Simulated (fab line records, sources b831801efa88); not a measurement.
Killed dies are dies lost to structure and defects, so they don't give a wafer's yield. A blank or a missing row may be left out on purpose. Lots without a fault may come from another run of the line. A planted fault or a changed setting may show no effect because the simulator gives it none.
Split-lot experiment | flow sfq_line | 5 lots, 23 wafers read, on a route of 325 steps

THE SPLIT
At SFQ_TRILAYER_I1_VIA_LITHO_COAT_049 (resist thk 650 nm), the setting resist_thk_nm was moved away from the recipe's 650 nm on 4 of the 23 wafers read, by -2.3% to +3.2%. The other wafers ran this setting at the recipe's value.

The file shows no step between the split and the reading.

THE READING
KrF_of_TRILAYER_I1_VIA_LITHO_COAT_049.thk_nm (the simulator's own value, which no gauge read), in nm, at SFQ_TRILAYER_I1_VIA_BARC_OPEN_VIA_ETCH_071 (etches BARC in O2, target depth 125 nm, time 41.7 s). The file gives no usual value for it. The 19 wafers here that ran the recipe average 574.9 nm, standard deviation 1.8 nm.

wafer  | tool, chamber at the split | resist_thk_nm as run, nm | against the recipe | KrF_of_TRILAYER_I1_VIA_LITHO_COAT_049.thk_nm, nm | against lot-mates on the recipe
L076.1 | litho_track-01, 0          | 635.1                    | -2.3%              | 562.2                                            | -12.9
L076.2 | litho_track-01, 0          | 650                      | recipe             | 577.3                                            | -
L076.3 | litho_track-01, 0          | 650                      | recipe             | 574.5                                            | -
L076.4 | litho_track-01, 0          | 635.1                    | -2.3%              | 559.9                                            | -15.2
L076.5 | litho_track-01, 0          | 650                      | recipe             | 573.6                                            | -
L077.1 | litho_track-03, 0          | 650                      | recipe             | 575.1                                            | -
L077.2 | litho_track-03, 0          | 671                      | +3.2%              | 592.8                                            | +18.1
L077.3 | litho_track-03, 0          | 671                      | +3.2%              | 593.9                                            | +19.2
L077.4 | litho_track-03, 0          | 650                      | recipe             | 574.1                                            | -
L077.6 | litho_track-03, 0          | 650                      | recipe             | 574.9                                            | -
L080.1 | litho_track-01, 0          | 650                      | recipe             | 576                                              | -
L080.3 | litho_track-01, 0          | 650                      | recipe             | 576.9                                            | -
L080.6 | litho_track-01, 0          | 650                      | recipe             | 576.2                                            | -
L083.1 | litho_track-01, 0          | 650                      | recipe             | 576.4                                            | -
L083.3 | litho_track-01, 0          | 650                      | recipe             | 576.3                                            | -
L083.4 | litho_track-01, 0          | 650                      | recipe             | 578.1                                            | -
L083.5 | litho_track-01, 0          | 650                      | recipe             | 575.5                                            | -
L083.6 | litho_track-01, 0          | 650                      | recipe             | 574.6                                            | -
L084.1 | litho_track-03, 0          | 650                      | recipe             | 574.2                                            | -
L084.2 | litho_track-03, 0          | 650                      | recipe             | 572                                              | -
L084.6 | litho_track-03, 0          | 650                      | recipe             | 572                                              | -
L084.4 | litho_track-03, 0          | 650                      | recipe             | 571.2                                            | -
L084.5 | litho_track-03, 0          | 650                      | recipe             | 573.9                                            | -

THE FIT
A straight line over all 23 wafers: KrF_of_TRILAYER_I1_VIA_LITHO_COAT_049.thk_nm changes by +5.83 nm for each +1% of resist_thk_nm; r = +0.97; the points scatter about the line by 1.8 nm.
The same after taking each lot's own level away (the mean of its wafers on the recipe; 23 wafers): +5.9 nm for each +1%; r = +0.99; scatter 1.1 nm.
On that fit, the largest move of resist_thk_nm shifts the reading by 19 nm.
The lots' own levels span 572.66 to 576.37 nm, that is 2.1 times the standard deviation above.
So the lot-to-lot level changes the slope little: the two slopes agree.
Check: with one of the wafers moved furthest among these (+3.2%) left out of the fit, the line predicts +19.5 nm for it against its lot-mates. It came out at +18.1 nm against them.

OTHER SPLITS ON THESE WAFERS
These wafers also went through other splits before the reading. Each is held against what the fit with the lots' levels taken away leaves over:
other split on the same wafers                    | wafers away from the commonest value | r with KrF_of_TRILAYER_I1_VIA_LITHO_COAT_049.thk_nm (lot level and that fit taken away)
SFQ_TRILAYER_L0_LITHO_COAT_010 resist_thk_nm      | 10                                   | -0.40
SFQ_TRILAYER_L0_VIA_LITHO_COAT_018 resist_thk_nm  | 7                                    | -0.05
SFQ_TRILAYER_L0_VIA_BARC_OPEN_VIA_ETCH_021 bias_w | 6                                    | +0.01
SFQ_TRILAYER_M0_LITHO_COAT_021 resist_thk_nm      | 9                                    | -0.01
SFQ_TRILAYER_M0_BARC_OPEN_METAL_ETCH_031 bias_w   | 8                                    | -0.02
SFQ_TRILAYER_I0_CMP_CMP_028 leave_above_ref_nm    | 8                                    | +0.08
SFQ_TRILAYER_I0_VIA_LITHO_COAT_031 spin_rpm       | 11                                   | +0.07
SFQ_TRILAYER_I0_VIA_ETCH_VIA_ETCH_034 source_w    | 5                                    | -0.08
SFQ_TRILAYER_M1_LITHO_COAT_044 resist_thk_nm      | 5                                    | -0.05
SFQ_TRILAYER_M1_BARC_OPEN_METAL_ETCH_054 icp_w    | 9                                    | -0.15
SFQ_TRILAYER_M1_ETCH_METAL_ETCH_042 bias_w        | 7                                    | +0.14

THE WHOLE CHAIN: every reading that the file lists as answering this split, in the file's order
step                                       | what it does                                        | reading                                                                                       | change (the file's fit)              | r (the file's)
SFQ_TRILAYER_I1_VIA_LITHO_COAT_049         | resist thk 650 nm                                   | KrF_of_TRILAYER_I1_VIA_LITHO_COAT_049.thk_nm (the simulator's own value, which no gauge read) | +6.11 nm for each +1% of the setting | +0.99
SFQ_TRILAYER_I1_VIA_BARC_OPEN_VIA_ETCH_071 | etches BARC in O2, target depth 125 nm, time 41.7 s | KrF_of_TRILAYER_I1_VIA_LITHO_COAT_049.thk_nm (the simulator's own value, which no gauge read) | +5.9 nm for each +1% of the setting  | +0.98

THE FILE'S OWN FIT
KrF_of_TRILAYER_I1_VIA_LITHO_COAT_049.thk_nm changes by +5.9 nm for each +1% of resist_thk_nm, r = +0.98.
